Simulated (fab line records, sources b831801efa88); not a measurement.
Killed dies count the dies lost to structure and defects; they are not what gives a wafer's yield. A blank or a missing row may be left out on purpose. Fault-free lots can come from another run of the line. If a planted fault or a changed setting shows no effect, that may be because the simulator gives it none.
fab line records || flow sky130 || part 2 of 2: steps 29 to 41 of 41
[record] {"lots": 5, "wafers": 15, "last-day": 52}
route steps=708 shown GATE_OXIDE@188 POLY_GATE@204 RES_PROTECT@206
lots that met no fault: taken from a fault-free run of the same line
start-h: hours from the record's opening day to when the first of the lot's shown wafers began || wait-h: hours since the lot's step before || " as in the row above || L1.1+2: one row covering several wafers at once || - either no value or no given start || * or withheld: withheld || < > ~ a bound
route shown NAME@n: a module of which the file shows steps, and the number in the route of the first || usual: mean/standard deviation of fault-free wafers || same: alike in all rows || chamber/n: place in a boat || sites: the reading at each site || _std_site: their standard deviation || _edge_site: mean of outer sites minus mean of inner sites || radius-mm: for every site, how far away it sits from the centre of the wafer || mask NAME#n: copy n || behind: the tool/chamber that last shaped the wafer || hold: reason for holding the lot/hours on hold/outcome of the hold || device: whichever transistor did not switch (one of n, p or np) || end of line: the route-end tests of the same wafers || where a step has no rows: the recipe by itself || killed: at the first sort, the dies lost to defects and structure; wafer yield is something else || map: dies across one wafer; x = killed, . = not, _ = none there
set.NAME: setting as actually run; set.NAME@STEP: the setting as run at that earlier step || model.NAME: the simulator's own value behind a step, which no gauge read
lots at some steps of the route; a table a step, a row a wafer
services: the hour from which a tool's chamber was out of use, counted from the record's first day as start-h (under 0 if before that day), plus the number of hours and why
[[steps]]
[step SKY_RES_PROTECT_CLEAN_09]
[recipe] {"chemistry": "SC1/SC2", "mix": "1:4:20", "temp-c": 70, "time-s": 150, "dry": "n2-spin"}
{"lot.wafer": "L074.4+5+6", "tool": "wet-bench-03", "chamber": 1, "start-h": 284.15, "wait-h": 0.0}
{"lot.wafer": "L077.2+5+6", "tool": "wet-bench-01", "chamber": 3, "start-h": 305.27, "wait-h": 0.0}
{"lot.wafer": "L081.1+3+5", "tool": "wet-bench-03", "chamber": 1, "start-h": 332.85, "wait-h": 0.1}
{"lot.wafer": "L083.1+3+6", "tool": "wet-bench-03", "chamber": 2, "start-h": 345.97, "wait-h": 0.1}
{"lot.wafer": "L094.1+5+6", "tool": "wet-bench-04", "chamber": 1, "start-h": 613.97, "wait-h": 0.1}
[step SKY_POLY_GATE_CVD_03]
[recipe] {"material": "Si3N4", "precursor": "DCS/NH3", "target-thk-nm": 75, "temp-c": 770, "time-s": 1290, "pressure-mtorr": 250}
[usual] {"spike-tc-bottom-C": "790.1/1.6", "zone-power-bottom-pct": "20.9/0.35", "zone-power-upper-pct": "13.29/0.16"}
{"lot.wafer": "L074.4", "tool": "lpcvd-02", "chamber": 0, "start-h": 285.12, "wait-h": 0.9, "spike-tc-bottom-C": 791.1, "zone-power-bottom-pct": 21.1, "zone-power-upper-pct": 13.47}
{"lot.wafer": "L074.5", "tool": "lpcvd-02", "chamber": 0, "start-h": 285.12, "wait-h": 0.9, "spike-tc-bottom-C": 792.2, "zone-power-bottom-pct": 21.3, "zone-power-upper-pct": 13.45}
{"lot.wafer": "L074.6", "tool": "lpcvd-02", "chamber": 0, "start-h": 285.12, "wait-h": 0.9, "spike-tc-bottom-C": 792.5, "zone-power-bottom-pct": 21.4, "zone-power-upper-pct": 13.46}
{"lot.wafer": "L077.2", "tool": "lpcvd-02", "chamber": 0, "start-h": 305.32, "wait-h": 0.0, "spike-tc-bottom-C": 791.7, "zone-power-bottom-pct": 21.3, "zone-power-upper-pct": 13.12}
{"lot.wafer": "L077.5", "tool": "lpcvd-02", "chamber": 0, "start-h": 305.32, "wait-h": 0.0, "spike-tc-bottom-C": 791.2, "zone-power-bottom-pct": 21.1, "zone-power-upper-pct": 13.51}
{"lot.wafer": "L077.6", "tool": "lpcvd-02", "chamber": 0, "start-h": 305.32, "wait-h": 0.0, "spike-tc-bottom-C": 791.4, "zone-power-bottom-pct": 21.0, "zone-power-upper-pct": 13.33}
{"lot.wafer": "L081.1", "tool": "lpcvd-02", "chamber": 1, "start-h": 335.19, "wait-h": 2.3, "spike-tc-bottom-C": 788.9, "zone-power-bottom-pct": 20.8, "zone-power-upper-pct": 13.05}
{"lot.wafer": "L081.3", "tool": "lpcvd-02", "chamber": 1, "start-h": 335.19, "wait-h": 2.3, "spike-tc-bottom-C": 789.8, "zone-power-bottom-pct": 20.5, "zone-power-upper-pct": 13.21}
{"lot.wafer": "L081.5", "tool": "lpcvd-02", "chamber": 1, "start-h": 335.19, "wait-h": 2.3, "spike-tc-bottom-C": 789.8, "zone-power-bottom-pct": 20.6, "zone-power-upper-pct": 12.98}
{"lot.wafer": "L083.1", "tool": "lpcvd-02", "chamber": 1, "start-h": 346.02, "wait-h": 0.0, "spike-tc-bottom-C": 788.6, "zone-power-bottom-pct": 20.7, "zone-power-upper-pct": 13.36}
{"lot.wafer": "L083.3", "tool": "lpcvd-02", "chamber": 1, "start-h": 346.02, "wait-h": 0.0, "spike-tc-bottom-C": 790.3, "zone-power-bottom-pct": 20.5, "zone-power-upper-pct": 13.21}
{"lot.wafer": "L083.6", "tool": "lpcvd-02", "chamber": 1, "start-h": 346.02, "wait-h": 0.0, "spike-tc-bottom-C": 787.8, "zone-power-bottom-pct": 20.9, "zone-power-upper-pct": 13.29}
{"lot.wafer": "L094.1", "tool": "lpcvd-02", "chamber": 1, "start-h": 614.02, "wait-h": 0.0, "spike-tc-bottom-C": 788.9, "zone-power-bottom-pct": 20.6, "zone-power-upper-pct": 13.39}
{"lot.wafer": "L094.5", "tool": "lpcvd-02", "chamber": 1, "start-h": 614.02, "wait-h": 0.0, "spike-tc-bottom-C": 787.7, "zone-power-bottom-pct": 20.5, "zone-power-upper-pct": 13.14}
{"lot.wafer": "L094.6", "tool": "lpcvd-02", "chamber": 1, "start-h": 614.02, "wait-h": 0.0, "spike-tc-bottom-C": 788.0, "zone-power-bottom-pct": 20.9, "zone-power-upper-pct": 13.43}
[step SKY_POLY_GATE_THK_MEAS_04]
[recipe] {"reads": "Si3N4_of_POLY_GATE_CVD_03"}
[usual] {"POLY_GATE_CVD_03_THK": "74.8/0.63"}
{"lot.wafer": "L074.4", "tool": "film-metro-04", "chamber": "-", "start-h": 286.51, "wait-h": 0.0, "POLY_GATE_CVD_03_THK[nm]": 75.6}
{"lot.wafer": "L074.5", "tool": "film-metro-04", "chamber": "-", "start-h": 286.51, "wait-h": 0.0, "POLY_GATE_CVD_03_THK[nm]": 75.9}
{"lot.wafer": "L074.6", "tool": "film-metro-04", "chamber": "-", "start-h": 286.51, "wait-h": 0.0, "POLY_GATE_CVD_03_THK[nm]": 75.3}
{"lot.wafer": "L077.2", "tool": "film-metro-01", "chamber": "-", "start-h": 306.69, "wait-h": 0.0, "POLY_GATE_CVD_03_THK[nm]": 74.7}
{"lot.wafer": "L077.5", "tool": "film-metro-01", "chamber": "-", "start-h": 306.69, "wait-h": 0.0, "POLY_GATE_CVD_03_THK[nm]": 74.6}
{"lot.wafer": "L077.6", "tool": "film-metro-01", "chamber": "-", "start-h": 306.69, "wait-h": 0.0, "POLY_GATE_CVD_03_THK[nm]": 74.0}
{"lot.wafer": "L081.1", "tool": "film-metro-04", "chamber": "-", "start-h": 336.55, "wait-h": 0.0, "POLY_GATE_CVD_03_THK[nm]": 75.3}
{"lot.wafer": "L081.3", "tool": "film-metro-04", "chamber": "-", "start-h": 336.55, "wait-h": 0.0, "POLY_GATE_CVD_03_THK[nm]": 75.3}
{"lot.wafer": "L081.5", "tool": "film-metro-04", "chamber": "-", "start-h": 336.55, "wait-h": 0.0, "POLY_GATE_CVD_03_THK[nm]": 75.6}
{"lot.wafer": "L083.1", "tool": "film-metro-02", "chamber": "-", "start-h": 347.38, "wait-h": 0.0, "POLY_GATE_CVD_03_THK[nm]": 75.0}
{"lot.wafer": "L083.3", "tool": "film-metro-02", "chamber": "-", "start-h": 347.38, "wait-h": 0.0, "POLY_GATE_CVD_03_THK[nm]": 75.1}
{"lot.wafer": "L083.6", "tool": "film-metro-02", "chamber": "-", "start-h": 347.38, "wait-h": 0.0, "POLY_GATE_CVD_03_THK[nm]": 74.8}
{"lot.wafer": "L094.1", "tool": "film-metro-01", "chamber": "-", "start-h": 615.37, "wait-h": 0.0, "POLY_GATE_CVD_03_THK[nm]": 74.8}
{"lot.wafer": "L094.5", "tool": "film-metro-01", "chamber": "-", "start-h": 615.37, "wait-h": 0.0, "POLY_GATE_CVD_03_THK[nm]": 75.1}
{"lot.wafer": "L094.6", "tool": "film-metro-01", "chamber": "-", "start-h": 615.37, "wait-h": 0.0, "POLY_GATE_CVD_03_THK[nm]": 74.9}
[step SKY_POLY_GATE_DEHYDRATE_05]
[recipe] {"temp-c": 200, "time-s": 60}
{"lot.wafer": "L074.4+5+6", "tool": "litho-track-03", "chamber": 0, "start-h": 299.11, "wait-h": 12.6}
{"lot.wafer": "L077.2+5+6", "tool": "litho-track-03", "chamber": 0, "start-h": 318.86, "wait-h": 12.2}
{"lot.wafer": "L081.1+3+5", "tool": "litho-track-03", "chamber": 0, "start-h": 349.89, "wait-h": 13.3}
{"lot.wafer": "L083.1+3+6", "tool": "litho-track-03", "chamber": 0, "start-h": 360.44, "wait-h": 13.1}
{"lot.wafer": "L094.1+5+6", "tool": "litho-track-03", "chamber": 0, "start-h": 628.94, "wait-h": 13.6}
[step SKY_POLY_GATE_HMDS_06]
[recipe] {"prime-time-s": 60, "prime-temp-c": 120}
{"lot.wafer": "L074.4+5+6", "tool": "litho-track-03", "chamber": 0, "start-h": 299.26, "wait-h": 0.1}
{"lot.wafer": "L077.2+5+6", "tool": "litho-track-03", "chamber": 0, "start-h": 319.01, "wait-h": 0.1}
{"lot.wafer": "L081.1+3+5", "tool": "litho-track-03", "chamber": 0, "start-h": 350.04, "wait-h": 0.1}
{"lot.wafer": "L083.1+3+6", "tool": "litho-track-03", "chamber": 0, "start-h": 360.59, "wait-h": 0.1}
{"lot.wafer": "L094.1+5+6", "tool": "litho-track-03", "chamber": 0, "start-h": 629.09, "wait-h": 0.1}
[step SKY_POLY_GATE_COAT_07]
[recipe] {"resist": "BARC", "temp-c": "withheld", "time-s": "withheld", "spin-rpm": 3000, "resist-thk-nm": 110}
{"lot.wafer": "L074.4+5+6", "tool": "litho-track-03", "chamber": 0, "start-h": 299.41, "wait-h": 0.1}
{"lot.wafer": "L077.2+5+6", "tool": "litho-track-03", "chamber": 0, "start-h": 319.16, "wait-h": 0.1}
{"lot.wafer": "L081.1+3+5", "tool": "litho-track-03", "chamber": 0, "start-h": 350.19, "wait-h": 0.1}
{"lot.wafer": "L083.1+3+6", "tool": "litho-track-03", "chamber": 0, "start-h": 360.74, "wait-h": 0.1}
{"lot.wafer": "L094.1+5+6", "tool": "litho-track-03", "chamber": 0, "start-h": 629.24, "wait-h": 0.1}
[step SKY_POLY_GATE_COAT_08]
[recipe] {"resist": "KrF-thick", "spin-rpm": 3000, "resist-thk-nm": 450}
{"lot.wafer": "L074.4+5+6", "tool": "litho-track-03", "chamber": 0, "start-h": "-", "wait-h": "-"}
{"lot.wafer": "L077.2+5+6", "tool": "litho-track-03", "chamber": 0, "start-h": "-", "wait-h": "-"}
{"lot.wafer": "L081.1+3+5", "tool": "litho-track-03", "chamber": 0, "start-h": "-", "wait-h": "-"}
{"lot.wafer": "L083.1+3+6", "tool": "litho-track-03", "chamber": 0, "start-h": "-", "wait-h": "-"}
{"lot.wafer": "L094.1+5+6", "tool": "litho-track-03", "chamber": 0, "start-h": "-", "wait-h": "-"}
[step SKY_POLY_GATE_SOFTBAKE_09]
[recipe] {"temp-c": 100, "time-s": 90, "resist": "KrF-thick"}
{"lot.wafer": "L074.4+5+6", "tool": "litho-track-03", "chamber": 0, "start-h": "-", "wait-h": "-"}
{"lot.wafer": "L077.2+5+6", "tool": "litho-track-03", "chamber": 0, "start-h": "-", "wait-h": "-"}
{"lot.wafer": "L081.1+3+5", "tool": "litho-track-03", "chamber": 0, "start-h": "-", "wait-h": "-"}
{"lot.wafer": "L083.1+3+6", "tool": "litho-track-03", "chamber": 0, "start-h": "-", "wait-h": "-"}
{"lot.wafer": "L094.1+5+6", "tool": "litho-track-03", "chamber": 0, "start-h": "-", "wait-h": "-"}
[step SKY_POLY_GATE_EXPOSE_10]
[recipe] {"mask-id": "P1M", "na": 0.68, "source-shape": "conventional", "sigma-outer": 0.6, "target-cd-nm": 150, "dose-mj": 28}
[usual] {"exposure-dose-mJ-cm2": "27.968/0.026", "reticle-temp-C": "23.04/0.096", "stage-vel-mm-s": "499.99/0.25"}
{"lot.wafer": "L074.4", "tool": "krf-scanner-02", "chamber": 0, "start-h": "-", "wait-h": "-", "mask": "P1M#0", "exposure-dose-mJ-cm2": 28.006, "reticle-temp-C": 23.01, "stage-vel-mm-s": 499.72}
{"lot.wafer": "L074.5", "tool": "krf-scanner-02", "chamber": 0, "start-h": "-", "wait-h": "-", "mask": "P1M#0", "exposure-dose-mJ-cm2": 27.967, "reticle-temp-C": 23.07, "stage-vel-mm-s": 500.08}
{"lot.wafer": "L074.6", "tool": "krf-scanner-02", "chamber": 0, "start-h": "-", "wait-h": "-", "mask": "P1M#0", "exposure-dose-mJ-cm2": 27.905, "reticle-temp-C": 22.90, "stage-vel-mm-s": 499.90}
{"lot.wafer": "L077.2", "tool": "krf-scanner-02", "chamber": 0, "start-h": "-", "wait-h": "-", "mask": "P1M#0", "exposure-dose-mJ-cm2": 28.017, "reticle-temp-C": 22.96, "stage-vel-mm-s": 500.22}
{"lot.wafer": "L077.5", "tool": "krf-scanner-02", "chamber": 0, "start-h": "-", "wait-h": "-", "mask": "P1M#0", "exposure-dose-mJ-cm2": 27.995, "reticle-temp-C": 22.94, "stage-vel-mm-s": 500.28}
{"lot.wafer": "L077.6", "tool": "krf-scanner-02", "chamber": 0, "start-h": "-", "wait-h": "-", "mask": "P1M#0", "exposure-dose-mJ-cm2": 28.007, "reticle-temp-C": 23.00, "stage-vel-mm-s": 500.12}
{"lot.wafer": "L081.1", "tool": "krf-scanner-01", "chamber": 0, "start-h": "-", "wait-h": "-", "mask": "P1M#0", "exposure-dose-mJ-cm2": 28.001, "reticle-temp-C": 23.03, "stage-vel-mm-s": 499.76}
{"lot.wafer": "L081.3", "tool": "krf-scanner-01", "chamber": 0, "start-h": "-", "wait-h": "-", "mask": "P1M#0", "exposure-dose-mJ-cm2": 28.022, "reticle-temp-C": 23.17, "stage-vel-mm-s": 499.79}
{"lot.wafer": "L081.5", "tool": "krf-scanner-01", "chamber": 0, "start-h": "-", "wait-h": "-", "mask": "P1M#0", "exposure-dose-mJ-cm2": 27.984, "reticle-temp-C": 22.97, "stage-vel-mm-s": 500.02}
{"lot.wafer": "L083.1", "tool": "krf-scanner-02", "chamber": 0, "start-h": "-", "wait-h": "-", "mask": "P1M#0", "exposure-dose-mJ-cm2": 27.908, "reticle-temp-C": 23.06, "stage-vel-mm-s": 499.78}
{"lot.wafer": "L083.3", "tool": "krf-scanner-02", "chamber": 0, "start-h": "-", "wait-h": "-", "mask": "P1M#0", "exposure-dose-mJ-cm2": 27.947, "reticle-temp-C": 22.86, "stage-vel-mm-s": 499.58}
{"lot.wafer": "L083.6", "tool": "krf-scanner-02", "chamber": 0, "start-h": "-", "wait-h": "-", "mask": "P1M#0", "exposure-dose-mJ-cm2": 27.926, "reticle-temp-C": 22.99, "stage-vel-mm-s": 499.78}
{"lot.wafer": "L094.1", "tool": "krf-scanner-02", "chamber": 0, "start-h": "-", "wait-h": "-", "mask": "P1M#0", "exposure-dose-mJ-cm2": 27.965, "reticle-temp-C": 23.14, "stage-vel-mm-s": 500.04}
{"lot.wafer": "L094.5", "tool": "krf-scanner-02", "chamber": 0, "start-h": "-", "wait-h": "-", "mask": "P1M#0", "exposure-dose-mJ-cm2": 27.923, "reticle-temp-C": 22.92, "stage-vel-mm-s": 500.10}
{"lot.wafer": "L094.6", "tool": "krf-scanner-02", "chamber": 0, "start-h": "-", "wait-h": "-", "mask": "P1M#0", "exposure-dose-mJ-cm2": 27.934, "reticle-temp-C": 23.06, "stage-vel-mm-s": 500.29}
[step SKY_POLY_GATE_PEB_11]
[recipe] {"peb-temp-c": "withheld", "peb-time-s": "withheld", "resist": "KrF-thick"}
{"lot.wafer": "L074.4+5+6", "tool": "litho-track-04", "chamber": 0, "start-h": "-", "wait-h": "-"}
{"lot.wafer": "L077.2+5+6", "tool": "litho-track-01", "chamber": 0, "start-h": "-", "wait-h": "-"}
{"lot.wafer": "L081.1+3+5", "tool": "litho-track-01", "chamber": 0, "start-h": "-", "wait-h": "-"}
{"lot.wafer": "L083.1+3+6", "tool": "litho-track-01", "chamber": 0, "start-h": "-", "wait-h": "-"}
{"lot.wafer": "L094.1+5+6", "tool": "litho-track-04", "chamber": 0, "start-h": "-", "wait-h": "-"}
[step SKY_POLY_GATE_DEVELOP_12]
[recipe] {"develop-time-s": 60, "resist": "KrF-thick", "dev-temp-c": 21}
{"lot.wafer": "L074.4+5+6", "tool": "litho-track-04", "chamber": 0, "start-h": "-", "wait-h": "-"}
{"lot.wafer": "L077.2+5+6", "tool": "litho-track-01", "chamber": 0, "start-h": "-", "wait-h": "-"}
{"lot.wafer": "L081.1+3+5", "tool": "litho-track-01", "chamber": 0, "start-h": "-", "wait-h": "-"}
{"lot.wafer": "L083.1+3+6", "tool": "litho-track-01", "chamber": 0, "start-h": "-", "wait-h": "-"}
{"lot.wafer": "L094.1+5+6", "tool": "litho-track-04", "chamber": 0, "start-h": "-", "wait-h": "-"}
[step SKY_POLY_GATE_CD_MEAS_13]
[recipe] {"target-cd-nm": 150}
[usual] {"cd-nm": "149.7/1.4"}
{"lot.wafer": "L074.4", "tool": "cd-sem-02", "chamber": "-", "start-h": 311.67, "wait-h": "-", "cd-nm": 149.1}
{"lot.wafer": "L074.5", "tool": "cd-sem-02", "chamber": "-", "start-h": 311.67, "wait-h": "-", "cd-nm": 149.3}
{"lot.wafer": "L074.6", "tool": "cd-sem-02", "chamber": "-", "start-h": 311.67, "wait-h": "-", "cd-nm": 148.7}
{"lot.wafer": "L077.2", "tool": "cd-sem-01", "chamber": "-", "start-h": 332.08, "wait-h": "-", "cd-nm": 149.4}
{"lot.wafer": "L077.5", "tool": "cd-sem-01", "chamber": "-", "start-h": 332.08, "wait-h": "-", "cd-nm": 150.5}
{"lot.wafer": "L077.6", "tool": "cd-sem-01", "chamber": "-", "start-h": 332.08, "wait-h": "-", "cd-nm": 149.7}
{"lot.wafer": "L081.1", "tool": "cd-sem-01", "chamber": "-", "start-h": 364.66, "wait-h": "-", "cd-nm": 151.9}
{"lot.wafer": "L081.3", "tool": "cd-sem-01", "chamber": "-", "start-h": 364.66, "wait-h": "-", "cd-nm": 152.6}
{"lot.wafer": "L081.5", "tool": "cd-sem-01", "chamber": "-", "start-h": 364.66, "wait-h": "-", "cd-nm": 151.4}
{"lot.wafer": "L083.1", "tool": "cd-sem-02", "chamber": "-", "start-h": 379.46, "wait-h": "-", "cd-nm": 150.2}
{"lot.wafer": "L083.3", "tool": "cd-sem-02", "chamber": "-", "start-h": 379.46, "wait-h": "-", "cd-nm": 150.7}
{"lot.wafer": "L083.6", "tool": "cd-sem-02", "chamber": "-", "start-h": 379.46, "wait-h": "-", "cd-nm": 153.2}
{"lot.wafer": "L094.1", "tool": "cd-sem-02", "chamber": "-", "start-h": 644.26, "wait-h": "-", "cd-nm": 150.3}
{"lot.wafer": "L094.5", "tool": "cd-sem-02", "chamber": "-", "start-h": 644.26, "wait-h": "-", "cd-nm": 150.5}
{"lot.wafer": "L094.6", "tool": "cd-sem-02", "chamber": "-", "start-h": 644.26, "wait-h": "-", "cd-nm": 150.0}
[step SKY_POLY_GATE_OVL_MEAS_14]
[usual] {"POLY_GATE_OVL": "-4/5"}
{"lot.wafer": "L074.4", "tool": "overlay-01", "chamber": "-", "start-h": 311.75, "wait-h": 0.1, "POLY_GATE_OVL[nm]": -5}
{"lot.wafer": "L074.5", "tool": "overlay-01", "chamber": "-", "start-h": 311.75, "wait-h": 0.1, "POLY_GATE_OVL[nm]": -10}
{"lot.wafer": "L074.6", "tool": "overlay-01", "chamber": "-", "start-h": 311.75, "wait-h": 0.1, "POLY_GATE_OVL[nm]": -2}
{"lot.wafer": "L077.2", "tool": "overlay-01", "chamber": "-", "start-h": 332.19, "wait-h": 0.1, "POLY_GATE_OVL[nm]": -7}
{"lot.wafer": "L077.5", "tool": "overlay-01", "chamber": "-", "start-h": 332.19, "wait-h": 0.1, "POLY_GATE_OVL[nm]": -10}
{"lot.wafer": "L077.6", "tool": "overlay-01", "chamber": "-", "start-h": 332.19, "wait-h": 0.1, "POLY_GATE_OVL[nm]": -10}
{"lot.wafer": "L081.1", "tool": "overlay-01", "chamber": "-", "start-h": 364.78, "wait-h": 0.1, "POLY_GATE_OVL[nm]": 2}
{"lot.wafer": "L081.3", "tool": "overlay-01", "chamber": "-", "start-h": 364.78, "wait-h": 0.1, "POLY_GATE_OVL[nm]": -1}
{"lot.wafer": "L081.5", "tool": "overlay-01", "chamber": "-", "start-h": 364.78, "wait-h": 0.1, "POLY_GATE_OVL[nm]": 7}
{"lot.wafer": "L083.1", "tool": "overlay-02", "chamber": "-", "start-h": 379.58, "wait-h": 0.1, "POLY_GATE_OVL[nm]": -7}
{"lot.wafer": "L083.3", "tool": "overlay-02", "chamber": "-", "start-h": 379.58, "wait-h": 0.1, "POLY_GATE_OVL[nm]": -6}
{"lot.wafer": "L083.6", "tool": "overlay-02", "chamber": "-", "start-h": 379.58, "wait-h": 0.1, "POLY_GATE_OVL[nm]": -6}
{"lot.wafer": "L094.1", "tool": "overlay-01", "chamber": "-", "start-h": 644.38, "wait-h": 0.1, "POLY_GATE_OVL[nm]": -2}
{"lot.wafer": "L094.5", "tool": "overlay-01", "chamber": "-", "start-h": 644.38, "wait-h": 0.1, "POLY_GATE_OVL[nm]": 1}
{"lot.wafer": "L094.6", "tool": "overlay-01", "chamber": "-", "start-h": 644.38, "wait-h": 0.1, "POLY_GATE_OVL[nm]": 3}
[[services]]
{"tool": "furnace-02", "chamber": "-", "start-h": 260.69, "hours": 4.1, "kind": "pm"}
{"tool": "furnace-01", "chamber": "-", "start-h": 264.98, "hours": 3.3, "kind": "pm"}
{"tool": "furnace-02", "chamber": "-", "start-h": 267.75, "hours": 2.7, "kind": "pm"}
{"tool": "wet-bench-03", "chamber": "-", "start-h": 285.35, "hours": 3.7, "kind": "repair"}
{"tool": "furnace-01", "chamber": "-", "start-h": 286.87, "hours": 4.0, "kind": "pm"}
{"tool": "plasma-asher-01", "chamber": "-", "start-h": 289.19, "hours": 3.2, "kind": "repair"}
{"tool": "lpcvd-01", "chamber": "-", "start-h": 290.65, "hours": 6.0, "kind": "pm"}
{"tool": "furnace-01", "chamber": "-", "start-h": 295.03, "hours": 1.1, "kind": "pm"}
{"tool": "iline-stepper-01", "chamber": "-", "start-h": 302.33, "hours": 2.1, "kind": "pm"}
{"tool": "lpcvd-02", "chamber": "-", "start-h": 306.68, "hours": 6.0, "kind": "pm"}
{"tool": "plasma-asher-01", "chamber": "-", "start-h": 309.74, "hours": 2.8, "kind": "pm"}
{"tool": "plasma-asher-01", "chamber": "-", "start-h": 325.94, "hours": 1.8, "kind": "repair"}
{"tool": "lpcvd-02", "chamber": "-", "start-h": 328.24, "hours": 2.8, "kind": "pm"}
{"tool": "iline-stepper-01", "chamber": "-", "start-h": 338.50, "hours": 5.1, "kind": "repair"}
{"tool": "lpcvd-02", "chamber": "-", "start-h": 348.17, "hours": 1.4, "kind": "repair"}
{"tool": "furnace-02", "chamber": "-", "start-h": 356.63, "hours": 15.3, "kind": "pm"}
{"tool": "iline-stepper-01", "chamber": "-", "start-h": 394.89, "hours": 1.7, "kind": "pm"}
{"tool": "plasma-asher-01", "chamber": "-", "start-h": 397.89, "hours": 1.1, "kind": "repair"}
{"tool": "furnace-01", "chamber": "-", "start-h": 406.71, "hours": 4.4, "kind": "pm"}
{"tool": "iline-stepper-01", "chamber": "-", "start-h": 415.98, "hours": 2.8, "kind": "repair"}
{"tool": "iline-stepper-01", "chamber": "-", "start-h": 503.62, "hours": 21.8, "kind": "repair"}
{"tool": "iline-stepper-01", "chamber": "-", "start-h": 525.39, "hours": 4.3, "kind": "pm"}
{"tool": "iline-stepper-01", "chamber": "-", "start-h": 589.28, "hours": 0.6, "kind": "repair"}
{"tool": "iline-stepper-01", "chamber": "-", "start-h": 613.07, "hours": 1.7, "kind": "pm"}
